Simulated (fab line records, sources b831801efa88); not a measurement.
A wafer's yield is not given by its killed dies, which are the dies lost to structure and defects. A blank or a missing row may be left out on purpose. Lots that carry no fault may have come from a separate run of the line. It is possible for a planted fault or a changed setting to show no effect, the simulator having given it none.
A lot that was struck, set against a sound lot + flow sky130 + 15 steps out of a route of 708
Sound: the wafers L196.3, L196.4, L196.6. Struck: wafers L184.2, L184.5. (L184.1 of the same lot was not struck and is left out.) The cause comes at the end.
Order at every step that has rows: each side's tool, ch and its chambers, its first start. Under that, the readings that differ: sound wafers + struck wafers + difference of the means + sigmas: that difference in standard deviations of wafers without a fault.
alike: a reading whose means differ by less than 2 such deviations, as well as words and numbers matching on both sides. not compared: withheld readings; readings where some wafer has no value; bounds like >300 that might hide an equal value; numbers whose values overlap and for which the record gives no deviation.
Wherever a step has rows on one side only, a row that says differs or no value, or a row with sigmas, the two part there. Numbers that don't overlap but have no deviation are shown without sigmas and don't part them. Lack of a reading on every wafer of one side parts them only where that side has two or more wafers.

first, 2 steps without rows for these wafers: SKY_METAL3_PEB_11; SKY_METAL3_DEVELOP_12 (develop time 60 s).
SKY_METAL3_CD_MEAS_13 targets a cd of 300 nm.
  sound: cdSem-01 at day 44 13:56; struck: cdSem-02 at day 41 14:50
  alike: cdNm
SKY_METAL3_OVL_MEAS_14:
  sound: overlay-01 at day 44 14:02; struck: overlay-02 at day 41 14:58
  alike: METAL3_OVL
SKY_METAL3_DESCUM_15: chemistry O2, time 8 s.
  sound on rieMetal-02 ch 0,1, day 44 14:04; struck on rieMetal-01 ch 0,1, day 41 15:00
  alike: drypumpMotorCurrentA, oesProductAu
  not compared: rfHoursCounterH
SKY_METAL3_ETCH_16: etches BARC in N2/H2, stops on SiO2, time 88.2 s, target depth 60 nm.
  sound on rieMetal-02 ch 0,1, day 44 14:07; struck on rieMetal-01 ch 0,1, day 41 15:02
  alike: biasW, drypumpMotorCurrentA, oesProductAu, throttleValvePct
  not compared: rfHoursCounterH
SKY_METAL3_ETCH_17: etches SiO2 in C4F8/O2/Ar, stops on TiN, time 3.9 s, target depth 15 nm.
  sound on rieDiel-03 ch 0,2,3, day 44 14:11; struck on rieDiel-03 ch 0,3, day 41 15:08
  alike: biasW, oesProductAu
  not compared: rfHoursCounterH
SKY_METAL3_METAL_ETCH_18: etches the open film in Cl2/BCl3, stops on SiO2, target depth 845 nm, time 183.1 s.
  sound on rieMetal-01 ch 0,1, day 44 14:16; struck on rieMetal-02 ch 0,1, day 41 15:09
  alike: bcl3FlowSccm, biasW, drypumpMotorCurrentA, oesProductAu, throttleValvePct
  not compared: rfHoursCounterH
then, 4 steps without rows for these wafers: SKY_METAL3_STRIP_19 (strips in O2/N2); SKY_METAL3_STRIP_20 (strips in post etch residue remover, time 1200 s); SKY_METAL3_CLEAN_21 (cleans in IPA, time 180 s); SKY_METAL3_CLEAN_22 (cleans in O3/DIW).
SKY_VIA3_HDPCVD_00: deposits SiO2, target thk 1635 nm, time 272.5 s.
  sound on hdpcvd-02 ch 0,1, day 44 15:25; struck on hdpcvd-02 ch 1, day 41 15:55
| reading                                 | sound             | struck      | difference | sigmas |
|-----------------------------------------|-------------------|-------------|------------|--------|
| sih4FlowSccm (sccm)                     | 59.83 59.91 60.06 | 72.20 72.03 | +12.18     | +72    |
| model.SiO2_of_VIA3_HDPCVD_00.thkNm (nm) | 1609 1620 1621    | 1938 1919   | +312       |        |
SKY_VIA3_THK_MEAS_01:
  sound: filmMetro-03 at day 44 15:35; struck: filmMetro-02 at day 41 16:05
| reading              | sound          | struck    | difference | sigmas |
|----------------------|----------------|-----------|------------|--------|
| VIA3_HDPCVD_THK (nm) | 1609 1620 1620 | 1938 1918 | +312       | +14    |
SKY_VIA3_CMP_02: polishes SiO2.
  sound on cmp-01 ch 0,2,3, day 44 15:41; struck on cmp-01 ch 0,3, day 41 16:08
  alike: motorCurrentA

## WHERE THEY PART
First at SKY_VIA3_HDPCVD_00; last, within this record, at SKY_VIA3_THK_MEAS_01. Later steps at which nothing parts them and some readings are alike: SKY_VIA3_CMP_02.

WHY: whatever the simulator had introduced
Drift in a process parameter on hdpcvd-02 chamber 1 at SKY_VIA3_HDPCVD_00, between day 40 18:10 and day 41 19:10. Setting sih4FlowSccm shifted by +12 from 60. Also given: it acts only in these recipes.
